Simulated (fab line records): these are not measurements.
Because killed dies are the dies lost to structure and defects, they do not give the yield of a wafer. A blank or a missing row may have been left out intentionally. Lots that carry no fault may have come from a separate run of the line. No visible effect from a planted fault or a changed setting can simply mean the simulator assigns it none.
fab line records | flow sky130
record: lots: 6 wafers: 18 lastDay: 49
route steps=708 shown FIELD_ISO@1 PAD_OPEN@708
lots that met no fault: taken from a fault-free run of the same line
startH: hours from the record's opening day to when the first of the lot's shown wafers began | waitH: hours elapsed since this lot's preceding step | " as in the row above | L1.1+2: a row that stands for several wafers | - no value, or no start given | * or withheld: withheld | < > ~ a bound
route shown NAME@n: NAME is a module with steps in the file, n the number in the route of the first one | usual: average and standard deviation across the fault-free wafers | same: alike in all rows | chamber/n: place in a boat | sites: readings site by site | _std_site: standard deviation across them | _edge_site: mean of outer sites minus mean of inner sites | radiusMm: how far each site lies from the wafer's centre | mask NAME#n: copy n | behind: the most recent tool/chamber to have shaped the wafer | hold: why the lot went on hold/how many hours it stayed there/how the hold came to an end | device: the n, p or np transistor that did not switch | end of line: the same wafers' tests at the end of the route | a step given without rows: its recipe and nothing more | killed: at the first sort, the dies lost to defects and structure; wafer yield is something else | map: the dies of a wafer, with x for killed, . for not killed, _ for no die there
set.NAME: setting as actually run; set.NAME@STEP: the setting as run at that earlier step | model.NAME: the simulator's own value behind a step, which no gauge read
lots seen at some steps along the route; tables by step, rows by wafer
services: the hour from which a tool's chamber was out of use, counted from the record's first day as startH (under 0 if before that day), plus the number of hours and why
== steps ==
step: SKY_FIELD_ISO_BOW_MEAS_00
recipe: mode: bow
usual: INCOMING_BOW: 0/6.7
columns lot.wafer tool chamber startH waitH INCOMING_BOW[um]
L906.2 filmMetro-03 - 10.02 - 5
L906.3 " - " " -7
L906.6 " - " " -4
L907.2 filmMetro-01 - 15.02 - -12
L907.5 " - " " -2
L907.6 " - " " 0
L908.2 filmMetro-03 - 20.02 - -6
L908.4 " - " " -2
L908.5 " - " " -3
L910.1 filmMetro-02 - 30.00 - 11
L910.2 " - " " -7
L910.6 " - " " 9
L921.2 filmMetro-03 - 85.02 - -10
L921.4 " - " " 4
L921.6 " - " " 3
L925.1 filmMetro-01 - 105.00 - -3
L925.4 " - " " 1
L925.5 " - " " 6
step: SKY_FIELD_ISO_OXIDATION_01
recipe: tempC: 900 ambient: O2 stabiliseS: 600 purgeS: 300 targetThkA: 120 oxTimeS: 1843
step: SKY_FIELD_ISO_THK_MEAS_02
recipe: reads: SiO2_of_FIELD_ISO_OXIDATION_01
usual: FIELD_ISO_OXIDATION_00_THK: 12.03/0.23
columns lot.wafer tool chamber startH waitH FIELD_ISO_OXIDATION_00_THK[nm]
L906.2 filmMetro-03 - 12.29 0.0 12.28
L906.3 " - " " 12.23
L906.6 " - " " 12.25
L907.2 filmMetro-02 - 16.67 0.0 11.97
L907.5 " - " " 12.00
L907.6 " - " " 12.03
L908.2 filmMetro-01 - 21.64 0.0 12.41
L908.4 " - " " 12.34
L908.5 " - " " 12.23
L910.1 filmMetro-01 - 31.63 0.0 12.34
L910.2 " - " " 12.14
L910.6 " - " " 11.90
L921.2 filmMetro-02 - 86.79 0.0 12.39
L921.4 " - " " 12.32
L921.6 " - " " 12.38
L925.1 filmMetro-02 - 106.63 0.0 12.08
L925.4 " - " " 12.18
L925.5 " - " " 12.17
step: SKY_FIELD_ISO_CVD_03
recipe: material: Si3N4 precursor: DCS/NH3 targetThkNm: 165 tempC: 770 timeS: 2830 pressureMtorr: 250
step: SKY_FIELD_ISO_THK_MEAS_04
recipe: reads: Si3N4_of_FIELD_ISO_CVD_03
usual: FIELD_ISO_CVD_03_THK: 165.0/1.7
columns lot.wafer tool chamber startH waitH FIELD_ISO_CVD_03_THK[nm]
L906.2 filmMetro-02 - 15.32 0.0 165.2
L906.3 " - " " 164.7
L906.6 " - " " 165.7
L907.2 filmMetro-02 - 19.37 0.0 164.5
L907.5 " - " " 164.2
L907.6 " - " " 165.1
L908.2 filmMetro-02 - 23.49 0.0 164.1
L908.4 " - " " 164.3
L908.5 " - " " 164.3
L910.1 filmMetro-02 - 34.56 0.0 163.9
L910.2 " - " " 163.4
L910.6 " - " " 164.7
L921.2 filmMetro-03 - 88.64 0.0 161.4
L921.4 " - " " 163.0
L921.6 " - " " 165.7
L925.1 filmMetro-02 - 109.08 0.0 163.8
L925.4 " - " " 162.7
L925.5 " - " " 163.3
step: SKY_FIELD_ISO_DEHYDRATE_05
recipe: tempC: 200 timeS: 60
step: SKY_FIELD_ISO_HMDS_06
recipe: primeTimeS: 60 primeTempC: 120
step: SKY_FIELD_ISO_COAT_07
recipe: resist: BARC tempC: withheld timeS: withheld spinRpm: 3000 resistThkNm: 60
step: SKY_FIELD_ISO_COAT_08
recipe: resist: KrF-thick spinRpm: 3000 resistThkNm: 450
step: SKY_FIELD_ISO_SOFTBAKE_09
recipe: tempC: 100 timeS: 90 resist: KrF-thick
step: SKY_FIELD_ISO_EXPOSE_10
recipe: maskId: FOM na: 0.68 sourceShape: annular sigmaInner: 0.4 sigmaOuter: 0.8 targetCdNm: 150 doseMj: 28
usual: exposureDoseMJCm2: 28.004/0.029
columns lot.wafer tool chamber startH waitH mask exposureDoseMJCm2
L906.2 krfScanner-02 0 22.64 - FOM#0 28.049
L906.3 " 0 " " FOM#0 28.013
L906.6 " 0 " " FOM#0 28.034
L907.2 krfScanner-02 0 27.25 - FOM#0 27.985
L907.5 " 0 " " FOM#0 27.968
L907.6 " 0 " " FOM#0 27.951
L908.2 krfScanner-01 0 31.57 - FOM#0 28.017
L908.4 " 0 " " FOM#0 27.977
L908.5 " 0 " " FOM#0 28.040
L910.1 krfScanner-02 0 42.40 - FOM#0 28.067
L910.2 " 0 " " FOM#0 28.028
L910.6 " 0 " " FOM#0 28.041
L921.2 krfScanner-01 0 98.09 - FOM#0 33.825
L921.4 " 0 " " FOM#0 33.840
L921.6 " 0 " " FOM#0 33.819
L925.1 krfScanner-01 0 119.00 - FOM#0 32.678
L925.4 " 0 " " FOM#0 32.674
L925.5 " 0 " " FOM#0 32.649
step: SKY_FIELD_ISO_PEB_11
recipe: pebTempC: withheld pebTimeS: withheld resist: KrF-thick
step: SKY_FIELD_ISO_DEVELOP_12
recipe: developTimeS: 60 resist: KrF-thick devTempC: 21
step: SKY_FIELD_ISO_CD_MEAS_13
recipe: targetCdNm: 150
usual: cdNm: 149.8/1.3
columns lot.wafer tool chamber startH waitH cdNm
L906.2 cdSem-02 - 30.29 - 151.2
L906.3 " - " " 148.8
L906.6 " - " " 150.2
L907.2 cdSem-02 - 34.29 - 150.0
L907.5 " - " " 150.8
L907.6 " - " " 149.1
L908.2 cdSem-01 - 38.74 - 148.8
L908.4 " - " " 148.8
L908.5 " - " " 148.8
L910.1 cdSem-01 - 50.56 - 150.0
L910.2 " - " " 150.7
L910.6 " - " " 148.5
L921.2 cdSem-02 - 107.25 - 112.4
L921.4 " - " " 112.7
L921.6 " - " " 112.5
L925.1 cdSem-02 - 127.73 - 120.2
L925.4 " - " " 121.2
L925.5 " - " " 119.8
step: SKY_FIELD_ISO_ETCH_14
recipe: chemistry: N2/H2 target: BARC ionEnergyEv: 200 sourceW: 500 biasW: 100 pressureMtorr: 30 n2FlowSccm: 100 h2FlowSccm: 200 stopOn: SiO2 timeS: 45.9 targetDepthA: 600
usual: chamberPressureMTorr: 30.001/0.028 drypumpMotorCurrentA: 5.7/0.47 oesProductAu: 0.855/0.0049 throttleValvePct: 13.225/0.0083
columns lot.wafer tool chamber startH waitH chamberPressureMTorr drypumpMotorCurrentA oesProductAu rfHoursCounterH throttleValvePct model.FIELD_ISO.cdNm
L906.2 rieDiel-03 2 30.39 0.1 29.996 6.2 0.864 137 13.234 151.3
L906.3 " 3 " " 29.962 5.7 0.858 92 13.229 147.4
L906.6 " 3 " " 29.969 5.7 0.852 - 13.214 148.5
L907.2 rieDiel-01 3 34.39 0.1 29.999 6.0 0.852 1 13.232 148.4
L907.5 " 0 " " 29.977 5.9 0.850 - 13.236 149.4
L907.6 " 3 " " 30.006 6.1 0.852 - 13.223 147.6
L908.2 rieDiel-04 2 38.84 0.1 29.995 5.8 0.855 160 13.222 148.6
L908.4 " 3 " " 30.028 6.3 0.862 54 13.226 148.4
L908.5 " 1 " " 30.013 5.4 0.844 - 13.231 149.5
L910.1 rieDiel-01 1 50.68 0.1 30.006 5.2 0.855 2 13.231 149.2
L910.2 " 3 " " 30.008 6.0 0.843 1 13.222 150.1
L910.6 " 1 " " 29.978 5.2 0.853 - 13.218 147.9
L921.2 rieDiel-01 3 107.35 0.1 29.997 6.1 0.858 2 13.215 111.6
L921.4 " 1 " " 29.962 5.2 0.866 3 13.220 112.6
L921.6 " 0 " " 30.040 5.9 0.856 - 13.220 112.1
L925.1 rieDiel-04 0 127.85 0.1 29.978 5.1 0.857 73 13.213 119.1
L925.4 " 0 " " 30.005 5.1 0.851 - 13.231 120.7
L925.5 " 3 " " 30.025 6.2 0.853 - 13.238 120
step: SKY_FIELD_ISO_ETCH_15
recipe: chemistry: CHF3/O2 targetDepthNm: 180 stopOn: Si sourceW: 600 biasW: 200 pressureMtorr: 40 chf3FlowSccm: 50 O2_flow_sccm: 5 timeS: 72
usual: chamberPressureMTorr: 40.00/0.038 drypumpMotorCurrentA: 5.6/0.47 oesProductAu: 0.945/0.0072 throttleValvePct: 8.843/0.0096
columns lot.wafer tool chamber startH waitH chamberPressureMTorr drypumpMotorCurrentA oesProductAu rfHoursCounterH throttleValvePct
L906.2 rieDiel-03 2 30.44 0.0 39.98 6.2 0.942 137 8.846
L906.3 " 3 " " 40.04 5.6 0.939 92 8.858
L906.6 " 3 " " 40.02 5.6 0.949 - 8.849
L907.2 rieDiel-01 3 34.44 0.0 40.06 6.0 0.943 1 8.853
L907.5 " 0 " " 39.94 5.9 0.946 - 8.839
L907.6 " 3 " " 39.98 6.0 0.951 - 8.862
L908.2 rieDiel-04 2 38.89 0.0 40.04 5.8 0.952 160 8.845
L908.4 " 3 " " 40.03 6.3 0.936 54 8.843
L908.5 " 1 " " 40.00 5.4 0.948 - 8.831
L910.1 rieDiel-01 1 50.72 0.0 40.00 5.2 0.949 2 8.844
L910.2 " 3 " " 39.94 6.1 0.939 1 8.831
L910.6 " 1 " " 39.99 5.2 0.938 - 8.859
L921.2 rieDiel-01 3 107.39 0.0 40.01 6.1 0.932 2 8.839
L921.4 " 1 " " 40.02 5.2 0.943 3 8.836
L921.6 " 0 " " 39.95 5.9 0.950 - 8.829
L925.1 rieDiel-04 0 127.89 0.0 39.91 5.1 0.941 73 8.829
L925.4 " 0 " " 39.99 5.1 0.937 - 8.834
L925.5 " 3 " " 39.93 6.3 0.940 - 8.874
step: SKY_FIELD_ISO_STRIP_16
recipe: chemistry: O2/N2 powerW: 1400 pressureMtorr: 1500 platenTempC: withheld o2FlowSccm: 3000 n2FlowSccm: 300 overashFraction: 0.5
usual: chamberPressureMTorr: 1500.1/1.3 drypumpMotorCurrentA: 5.6/0.4 oesProductAu: 0.378/0.0047 stripTimeToEndpointS: 3.54/0.036
columns lot.wafer tool chamber startH waitH chamberPressureMTorr drypumpMotorCurrentA oesProductAu rfHoursCounterH stripTimeToEndpointS
L906.2 plasmaAsher-02 0 30.49 0.0 1500.7 6.3 0.383 34 3.56
L906.3 " 0 " " 1498.5 6.3 0.380 - 3.57
L906.6 " 1 " " 1501.1 5.5 0.381 - 3.58
L907.2 plasmaAsher-02 0 34.49 0.0 1499.5 6.3 0.380 34 3.53
L907.5 " 1 " " 1501.6 5.6 0.380 - 3.53
L907.6 " 0 " " 1501.7 6.3 0.385 - 3.55
L908.2 plasmaAsher-03 0 38.94 0.0 1500.1 5.5 0.382 21 3.56
L908.4 " 1 " " 1501.6 5.3 0.373 - 3.56
L908.5 " 1 " " 1498.0 5.4 0.383 - 3.64
L910.1 plasmaAsher-02 1 50.78 0.0 1501.4 5.5 0.374 36 3.51
L910.2 " 0 " " 1503.0 6.3 0.378 36 3.52
L910.6 " 0 " " 1504.2 6.3 0.377 - 3.51
L921.2 plasmaAsher-03 1 107.44 0.0 1500.0 5.3 0.379 30 3.56
L921.4 " 1 " " 1501.1 5.3 0.379 - 3.54
L921.6 " 0 " " 1500.9 5.5 0.371 - 3.56
L925.1 plasmaAsher-02 1 127.94 0.0 1499.9 5.6 0.367 41 3.51
L925.4 " 1 " " 1499.8 5.5 0.384 - 3.52
L925.5 " 1 " " 1500.8 5.6 0.371 - 3.51
step: SKY_FIELD_ISO_ETCH_17
recipe: targetDepthA: 3420 maskMaterial: Si3N4 chemistry: HBr/Cl2/O2 target: Si taperDeg: 5 icpW: 600 biasW: 150 pressureMtorr: 15 HBr_flow_sccm: 150 Cl2_flow_sccm: 40 O2_flow_sccm: 6 timeS: 97.7
usual: chamberPressureMTorr: 15.000/0.013 drypumpMotorCurrentA: 5.9/0.34 oesProductAu: 1.000/0.013 throttleValvePct: 25.656/0.012
columns lot.wafer tool chamber startH waitH chamberPressureMTorr drypumpMotorCurrentA oesProductAu rfHoursCounterH throttleValvePct model.FIELD_ISO.cdNm
L906.2 rieSi-02 1 30.59 0.1 15.031 6.2 0.976 98 25.667 152.1
L906.3 " 2 " " 15.001 6.4 1.020 2 25.657 148
L906.6 " 1 " " 15.010 6.2 0.985 - 25.676 150.2
L907.2 rieSi-01 0 34.59 0.1 15.015 5.8 1.000 2 25.660 148.9
L907.5 " 0 " " 15.021 5.8 1.002 - 25.658 148.6
L907.6 " 3 " " 14.993 5.4 1.012 - 25.662 148.2
L908.2 rieSi-01 1 39.04 0.1 14.994 5.6 1.011 1 25.655 149.5
L908.4 " 2 " " 15.021 5.9 0.994 28 25.644 148.5
L908.5 " 3 " " 14.965 5.4 1.002 - 25.642 149.2
L910.1 rieSi-02 2 50.88 0.1 14.991 6.5 1.016 3 25.640 149.7
L910.2 " 0 " " 14.974 6.1 1.005 2 25.661 150.9
L910.6 " 0 " " 14.970 6.1 1.014 - 25.674 147.9
L921.2 rieSi-02 1 107.54 0.1 14.986 6.2 0.978 99 25.668 113.2
L921.4 " 2 " " 14.995 6.4 1.010 3 25.645 113.3
L921.6 " 3 " " 15.001 5.4 0.992 - 25.653 110.9
L925.1 rieSi-02 0 128.04 0.1 14.999 6.1 0.989 2 25.646 118.2
L925.4 " 3 " " 14.997 5.4 1.003 21 25.651 119.6
L925.5 " 3 " " 14.997 5.4 1.000 - 25.664 120.3
step: SKY_FIELD_ISO_WET_ETCH_18
recipe: chemistry: H3PO4 targetDepthNm: 25 tempC: 160 target: Si3N4 timeS: 286
step: SKY_PAD_OPEN_PROBE_99
usual: killed_at_M0_to_M3: 43/7.1 killed_at_M4_up: 3.1/1.7 killedAtContacts: 23/5.1 killedAtFrontEnd: 14/4.4 killedAtOther: 0.3/0.47 killedDies: 84/9.9 killedOnRim: 16/3.8 killedOpen: 45/6.6 killedShort: 38/6.8
same: grossDies: 492 killedAtBackSide: 0
columns lot.wafer tool chamber startH waitH killed_at_M0_to_M3 killed_at_M4_up killedAtContacts killedAtFrontEnd killedAtOther killedDies killedOnRim killedOpen killedShort
L906.2 prober-02 - 1075.50 0.1 44 4 33 11 1 93 18 51 42
L906.3 prober-02 - 1075.55 0.2 43 1 20 18 0 82 20 41 41
L906.6 prober-02 - 1075.70 0.2 44 3 29 9 0 85 16 46 39
L908.2 prober-02 - 1092.00 0.1 32 1 23 14 0 70 19 43 27
L908.4 prober-02 - 1092.10 0.2 49 5 26 17 0 97 19 53 44
L908.5 prober-02 - 1092.15 0.2 38 0 16 18 0 72 17 44 28
L910.1 prober-01 - 1111.13 0.1 36 1 27 21 0 85 19 36 49
L910.2 prober-01 - 1111.18 0.1 42 1 25 21 0 89 18 51 38
L910.6 prober-01 - 1111.38 0.2 28 3 23 17 0 71 16 41 30
L921.2 prober-02 - 1165.43 0.1 35 2 31 413 0 481 89 49 33
L921.4 prober-02 - 1165.53 0.2 36 4 29 418 0 487 94 45 38
L921.6 prober-02 - 1165.63 0.2 55 4 17 412 0 488 93 46 49
L925.1 prober-02 - 1179.59 0.1 43 5 31 359 1 439 71 51 39
L925.4 prober-02 - 1179.74 0.2 41 4 21 337 0 403 47 46 30
L925.5 prober-02 - 1179.79 0.2 30 2 21 339 0 392 46 43 22
killed by level:class
L906.2 CONTACT:geometricParticle:open=13 LI_CONTACT:geometricParticle:open=9 VIA1:geometricParticle:open=9 CONTACT:geometricParticle:short=6 VIA2:geometricParticle:open=6 METAL1:geometricParticle:short=5 VIA3:geometricParticle:open=5 VIA2:geometricParticle:short=4
L906.3 VIA1:geometricParticle:open=9 METAL1:geometricParticle:short=8 FIELD_ISO:geometricParticle:open=6 CONTACT:geometricParticle:open=6 POLY_GATE:geometricParticle:short=6 METAL2:geometricParticle:short=5 VIA3:geometricParticle:open=5 LI_CONTACT:geometricParticle:open=4
L906.6 CONTACT:geometricParticle:open=9 LI_CONTACT:geometricParticle:open=8 VIA1:geometricParticle:open=7 VIA2:geometricParticle:open=6 METAL1:geometricParticle:short=6 METAL2:geometricParticle:short=5 FIELD_ISO:geometricParticle:short=4 LI_CONTACT:geometricParticle:short=4
L908.2 VIA1:geometricParticle:open=9 CONTACT:geometricParticle:open=8 VIA3:geometricParticle:open=6 LI_CONTACT:geometricParticle:open=5 LOCAL_INTERCONNECT:geometricParticle:short=5 VIA2:geometricParticle:short=4 POLY_GATE:geometricParticle:open=3 SPACER:geometricParticle:open=3
L908.4 CONTACT:geometricParticle:open=8 VIA2:geometricParticle:open=8 VIA3:geometricParticle:open=8 CONTACT:geometricParticle:short=7 METAL1:geometricParticle:short=7 VIA1:geometricParticle:open=7 LI_CONTACT:geometricParticle:open=6 POLY_GATE:geometricParticle:short=5
L908.5 VIA1:geometricParticle:open=16 POLY_GATE:geometricParticle:open=7 VIA3:geometricParticle:open=6 METAL2:geometricParticle:short=6 CONTACT:geometricParticle:short=5 LOCAL_INTERCONNECT:geometricParticle:short=4 CONTACT:geometricParticle:open=4 SONOS_ONO:geometricParticle:short=3
L910.1 FIELD_ISO:geometricParticle:short=10 FIELD_ISO:geometricParticle:open=8 CONTACT:geometricParticle:open=8 LI_CONTACT:geometricParticle:open=7 METAL2:geometricParticle:short=7 VIA1:geometricParticle:open=6 LI_CONTACT:geometricParticle:short=5 VIA1:geometricParticle:short=4
L910.2 VIA1:geometricParticle:open=12 VIA3:geometricParticle:open=10 CONTACT:geometricParticle:open=9 METAL2:geometricParticle:short=8 LOCAL_INTERCONNECT:geometricParticle:short=7 FIELD_ISO:geometricParticle:short=6 FIELD_ISO:geometricParticle:open=4 VIA2:geometricParticle:open=4
L910.6 LI_CONTACT:geometricParticle:open=9 FIELD_ISO:geometricParticle:open=7 CONTACT:geometricParticle:open=6 VIA1:geometricParticle:open=6 FIELD_ISO:geometricParticle:short=4 VIA1:geometricParticle:short=3 METAL1:geometricParticle:short=3 POLY_GATE:geometricParticle:short=3
L921.2 FIELD_ISO:areaExpose=399 LI_CONTACT:geometricParticle:open=13 CONTACT:geometricParticle:open=12 METAL2:geometricParticle:short=8 METAL3:geometricParticle:short=4 VIA1:geometricParticle:open=4 VIA3:geometricParticle:open=4 FIELD_ISO:geometricParticle:short=3
L921.4 FIELD_ISO:areaExpose=404 CONTACT:geometricParticle:open=11 VIA2:geometricParticle:open=8 LI_CONTACT:geometricParticle:open=7 VIA3:geometricParticle:open=6 FIELD_ISO:geometricParticle:short=5 FIELD_ISO:geometricParticle:open=5 CONTACT:geometricParticle:short=5
L921.6 FIELD_ISO:areaExpose=393 VIA2:geometricParticle:open=9 METAL1:geometricParticle:short=9 VIA1:geometricParticle:open=7 VIA2:geometricParticle:short=7 FIELD_ISO:geometricParticle:short=6 CONTACT:geometricParticle:open=6 FIELD_ISO:geometricParticle:open=5
L925.1 FIELD_ISO:areaExpose=349 CONTACT:geometricParticle:open=13 VIA1:geometricParticle:open=13 VIA1:geometricParticle:short=11 LI_CONTACT:geometricParticle:open=8 METAL1:geometricParticle:short=5 CONTACT:geometricParticle:short=5 VIA2:geometricParticle:open=4
L925.4 FIELD_ISO:areaExpose=327 VIA1:geometricParticle:open=19 CONTACT:geometricParticle:open=9 VIA3:geometricParticle:open=5 FIELD_ISO:geometricParticle:short=5 LI_CONTACT:geometricParticle:open=5 CONTACT:geometricParticle:short=5 METAL1:geometricParticle:short=4
L925.5 FIELD_ISO:areaExpose=327 VIA1:geometricParticle:open=10 LI_CONTACT:geometricParticle:open=9 CONTACT:geometricParticle:open=5 VIA3:geometricParticle:open=5 CONTACT:geometricParticle:short=4 VIA2:geometricParticle:open=4 SPACER:geometricParticle:open=3
map L921.6 (x killed, . not)
__________xxxxxxxxxx_________
________xxxxxxxxxxxxxx_______
______xxxxxxxxxxxxxxxxxx_____
_____xxxxxxxxxxxxxxxxxxxx____
____xxxxxxxxxxxxxxxxxxxxxx___
___xxxxxxxxxxxxxxxxxxxxxxxx__
__xxxxxxxxxxxxxxxxxxxxxxxxxx_
_xxxxxxxxxxxxxxxxxxxxxxxxxxxx
_xxxxxxxxxxxxxxxxxxxxxxxxxxx.
_.xxxxxxxxxxxxxxxxxxxxxxxxxxx
_xxxxxxxxxxxxxxxxxxxxxxxxxxxx
_xxxxxxxxxxxxxxxxxxxxxxxxxxxx
_xxxxxxxxxxxxxxxxxxxxxxxxxxxx
_xx.xxxxxxxxxxxxxxxxxxxxxxxxx
_.xxxxxxxxxxxxxxxxxxxxxxxxxxx
__xxxxxxxxxxxxxxxxxxxxxxxxxx_
___xxxxxxxxxxxxxxxxxxxxxxxx__
____xxxxxxxxxxxxxxxxxxxxxx___
_____xxxxxxxxxxxxxxxxxxxx____
______xxxxxxxxxxxxxxxxxx_____
________xxxxxxxxxxxxxx_______
__________xxxxxxxxxx_________
map L925.1 (x killed, . not)
__________..xxxx.xxx_________
________x..xxxx..xxxxx_______
______xxxxxxxxxxxxxxxxxx_____
_____..xxxxxxxxxxxxxxxxx.____
____xxxxxxxxxxxxxxxxxxxxxx___
___x..xxxxxxxxxxxxxxxxxxx.x__
__.xx..xxxxxxxxxxxxxxxxxx.xx_
_.xxxxxxxxxxxxxxxxxxxxxxxxxx.
_...xxxxxxxxxxxxxxxxxxxxxxx..
_.x.xxxxxxxxxxxxxxxxxxxxxx.xx
_xxx.xxxxxxxxxxxxxxxxxxxxxx.x
_xx.xxxxxxxxxxxxxxxxxxxxxxxxx
_xx..xxxxxxxxxxxxx.xxxxxxxxxx
_xxxxxxxxxxxxxxxxxxxxxxxxxxxx
_.xxxxxxxxxxxxxxxxxxxxxxxxx.x
__.x.xxx.xxxxxxxxxxxxx.xxx.x_
___xxxxxx.xxxxxxxxxxxxxxxxx__
____xxxxxx.xxxxxxxxxxxxxxx___
_____xxxxxxxxxxxxxxxxx.xx____
______xxxxxx.xxxx.xxxxxx_____
________x.xx..x.xxxxx._______
__________xxxx.xx.x._________
== services ==
columns tool chamber startH hours kind
rieDiel-04 - 5.97 0.7 repair
krfScanner-01 - 18.58 0.8 pm
krfScanner-01 - 19.33 4.0 pm
krfScanner-02 - 23.35 1.3 pm
plasmaAsher-03 - 24.79 2.8 pm
krfScanner-01 - 32.53 0.6 repair
krfScanner-02 - 35.09 0.8 pm
rieDiel-03 2 47.77 70.9 repair
rieDiel-03 1 49.34 4.9 repair
krfScanner-01 - 52.44 1.3 pm
krfScanner-02 - 53.74 7.2 pm
plasmaAsher-02 - 71.87 6.2 repair
rieDiel-01 1 72.07 8.2 repair
krfScanner-02 - 77.52 0.6 repair
plasmaAsher-02 - 77.54 21.4 repair
rieDiel-01 - 78.16 1.2 repair
rieDiel-01 3 87.51 5.5 repair
krfScanner-01 - 92.67 0.8 pm
krfScanner-02 - 96.26 3.0 repair
krfScanner-01 - 99.24 1.0 pm
krfScanner-02 - 100.75 1.0 pm
krfScanner-02 - 107.55 1.9 repair
rieSi-02 - 117.84 0.9 repair
rieDiel-04 0 118.79 7.1 repair
== key ==
firstSign: step: SKY_FIELD_ISO_EXPOSE_10 reading: exposureDoseMJCm2 direction: up sigmas: 99+ usual: * struck: *
effect: step: SKY_FIELD_ISO_CD_MEAS_13 reading: cdNm direction: down sigmas: 25 usual: 149.8 struck: 116.5 through: controlLoop
effect: step: SKY_PAD_OPEN_PROBE_99 reading: killedAtFrontEnd direction: up sigmas: 84 usual: 14 struck: 380
modelEffect: step: SKY_FIELD_ISO_ETCH_14 value: FIELD_ISO.cdNm without: 149 struck: 116
modelEffect: step: SKY_FIELD_ISO_ETCH_17 value: FIELD_ISO.cdNm without: 149 struck: 115.9
moreKillsBornAt: SKY_FIELD_ISO_EXPOSE_10@krfScanner-01: 2199
metAt SKY_FIELD_ISO_EXPOSE_10
struckWafers L921.2,L921.4,L921.6,L925.1,L925.4,L925.5
laterRowsLeftOut L921.2,L921.4,L921.6,L925.1,L925.4,L925.5
testerLeftOut L921,L925
loopTrim: step: SKY_FIELD_ISO_EXPOSE_10 setting: dose lots: L925
onsetBetween 31.57 98.09
fault: kind: processParameterDrift tool: krfScanner-01 chamber: - onsetH: 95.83 steps: SKY_FIELD_ISO_EXPOSE_10 channel: doseMj offset: 5.8232 shape: step actsIn: theseRecipesOnly stated: 28
testerLeftOut: of these lots the tester's yield and bins aren't shown, on N5 and GAA mostly nor the transistor test; their killed dies are dies lost to structure and defects alone, not to doping, threshold or leakage, so they don't give the yield
laterRowsLeftOut: the simulator's readings of these wafers behind a module that went badly wrong aren't trusted and aren't shown, but for the sort
loopTrim: a control loop set the setting to another value than it would have without faults
